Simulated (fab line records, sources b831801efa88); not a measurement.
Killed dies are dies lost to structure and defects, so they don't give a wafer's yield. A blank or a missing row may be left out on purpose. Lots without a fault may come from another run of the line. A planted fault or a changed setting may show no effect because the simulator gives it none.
Chamber matching | flow gf180mcu | GF_V5_ETCH_16 on rie_diel-03: 4 sister chambers
The step etches BARC in N2/H2. 8 wafers are shown with their chamber, then 7 later ones without.

WAFERS WITH THEIR CHAMBER
wafer  | chamber | drypump_motor_current_A (A) | throttle_valve_pct (%)
L076.2 | 1       | 6.2                         | 13.209
L079.2 | 3       | 5.7                         | 13.206
L080.6 | 0       | 6.0                         | 13.228
L083.2 | 2       | 5.8                         | 13.219
L083.4 | 3       | 5.6                         | 13.219
L083.5 | 2       | 5.8                         | 13.243
L091.1 | 1       | 6.3                         | 13.215
L091.2 | 0       | 6.0                         | 13.233

WAFERS WITHOUT THEIR CHAMBER
wafer  | drypump_motor_current_A (A) | throttle_valve_pct (%)
L091.4 | 5.8                         | 13.215
L096.3 | 6.0                         | 13.221
L096.4 | 5.8                         | 13.237
L096.5 | 5.6                         | 13.235
L097.1 | 5.6                         | 13.218
L097.4 | 6.0                         | 13.223
L097.5 | 5.6                         | 13.229

WHICH CHAMBER EACH WENT THROUGH
wafer  | from the rows above     | in truth
L091.4 | can't be placed: 2 or 3 | 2
L096.3 | 0                       | 0
L096.4 | 2                       | 2
L096.5 | can't be placed: 3 or 2 | 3
L097.1 | 3                       | 3
L097.4 | 0                       | 0
L097.5 | 3                       | 3
Placed correctly: 5 of 7. Can't be placed from these rows: 2 (the true chamber is among the candidates in 2). Placed wrongly: 0.
How it was worked out, from the rows above alone: a wafer's distance from a chamber is the root of the sum, over the readings, of the square of ((its reading less the chamber's mean) divided by the reading's scatter). The wafer belongs to the nearest chamber; if the next one is less than 2 further off, it can't be placed. A chamber's mean is the mean of its shown wafers. The scatter: the root of (the sum of the squares of (reading less its chamber's mean) over the shown wafers, divided by (wafers less chambers)).
